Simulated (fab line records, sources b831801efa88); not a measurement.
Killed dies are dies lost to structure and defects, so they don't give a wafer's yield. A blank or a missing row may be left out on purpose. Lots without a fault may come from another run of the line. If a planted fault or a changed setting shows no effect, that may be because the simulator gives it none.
A struck lot beside a sound one	flow sky130	17 steps out of a route of 708
Sound: these wafers, L997.1, L997.4, L997.5. The struck wafers were L111.1, L111.3, L111.6. The cause is given at the end.
Order at every step that has rows: each side's tool, ch and its chambers, its first start. Under that, the readings that differ: sound wafers	struck wafers	difference of the means	sigmas: that difference in standard deviations of wafers without a fault.
alike: words and numbers the same on both sides, and readings whose means are apart by under 2 such deviations; not compared: readings that were withheld, readings missing a value for some wafer, numbers with overlapping values and no deviation given by the record, and bounds like >300 which may hide the same value.
The two part at a step that has a row with sigmas, a row that says differs or no value, or rows on one side only. Non-overlapping numbers with no deviation appear without sigmas and do not part them. Lack of a reading on every wafer of one side parts them only where that side has two or more wafers.

SKY_LDD_P_OVL_MEAS_08:
  sound: overlay-02 at day 19 20:20; struck: overlay-02 at day 24 20:17
reading	sound	struck	difference	sigmas
LDD_P_OVL (nm)	-1.4 -0.3 -1.4	2.1 2.2 1.6	+3.0	+2
following that, these wafers have no rows for 1 step: SKY_LDD_P_IMPLANT_09.
SKY_LDD_P_STRIP_10: strips in O2/N2.
  sound on plasma_asher-03 ch 0,1, day 19 20:32; struck on plasma_asher-03 ch 0,1, day 24 20:28
reading	sound	struck	difference	sigmas
oes_product_au (a.u.)	0.710 0.716 0.710	0.719 0.717 0.725	+0.008	+2
  alike: drypump_motor_current_A, strip_time_to_endpoint_s
  not compared: rf_hours_counter_h
SKY_LDD_P_TW_MEAS_11:
  sound: film_metro-02 at day 19 20:38; struck: film_metro-02 at day 24 20:34
  alike: LDD_P_TW
then, 7 steps without rows for these wafers: SKY_LDD_HVN_DEHYDRATE_00 (time 60 s); SKY_LDD_HVN_HMDS_01 (prime time 60 s); SKY_LDD_HVN_COAT_02 (resist thk 300 nm); SKY_LDD_HVN_SOFTBAKE_03 (time 60 s); SKY_LDD_HVN_EXPOSE_04 (exposes mask HVNTM, target cd 700 nm); SKY_LDD_HVN_PEB_05; SKY_LDD_HVN_DEVELOP_06 (develop time 60 s).
SKY_LDD_HVN_OVL_MEAS_07:
  sound: overlay-02 at day 21 03:07; struck: overlay-01 at day 26 01:40
  alike: LDD_HVN_OVL
SKY_LDD_HVN_IMPLANT_08:
  sound on implanter-01 ch 0, day 21 03:09; struck on implanter-03 ch 0, day 26 01:41
  alike: end_station_pressure_torr
SKY_LDD_HVN_STRIP_09: strips in O2/N2.
  sound on plasma_asher-02 ch 0, day 21 03:18; struck on plasma_asher-01 ch 0, day 26 01:50
  alike: drypump_motor_current_A, oes_product_au, strip_time_to_endpoint_s
  not compared: rf_hours_counter_h
SKY_LDD_HVN_TW_MEAS_10:
  sound: film_metro-04 at day 21 03:24; struck: film_metro-02 at day 26 01:57
reading	sound	struck	difference	sigmas
LDD_HVN_TW	1446 1440 1443	1382 1378 1387	-61	-6
then, 1 step without rows for these wafers: SKY_LDD_HVP_DEHYDRATE_00 (time 60 s).
-- record jumps: 24 days separate the struck wafers' starts on either side; left off in module LDD_HVP, taken up again in module PAD_OPEN, whose first shown step is the route's number 708 --
SKY_PAD_OPEN_PROBE_99:
  sound: prober-02 at day 46 03:20; struck: prober-02 at day 49 21:09
reading	sound	struck	difference	sigmas
model.etest.tip_n_5v.rs_ohm_sq	1361 1357 1351	1597 1604 1607	+246	
model.etest.tip_n_5v.rs_ohm_sq_range	48.74 17.12 23.55	203.1 214.3 193.2	+173.7	
model.etest.tip_n_5v.rs_ohm_sq_rim_less_centre	4.206 7.769 13.75	-94.9 -108.4 -74.87	-101.3	
model.etest.nfet_g5v0d10v5.r_on_ohm_um	1901 1905 1883	1956 1928 1931	+42	
  alike: killed_at_M0_to_M3, killed_at_M4_up, killed_at_contacts, killed_at_front_end, killed_at_other, killed_dies, killed_open, killed_short

WHERE THEY PART
Last at SKY_LDD_HVN_TW_MEAS_10 as far as this record goes, first at SKY_LDD_P_OVL_MEAS_08. Later steps at which nothing parts them and some readings are alike: SKY_PAD_OPEN_PROBE_99.

WHY: what the simulator had put in
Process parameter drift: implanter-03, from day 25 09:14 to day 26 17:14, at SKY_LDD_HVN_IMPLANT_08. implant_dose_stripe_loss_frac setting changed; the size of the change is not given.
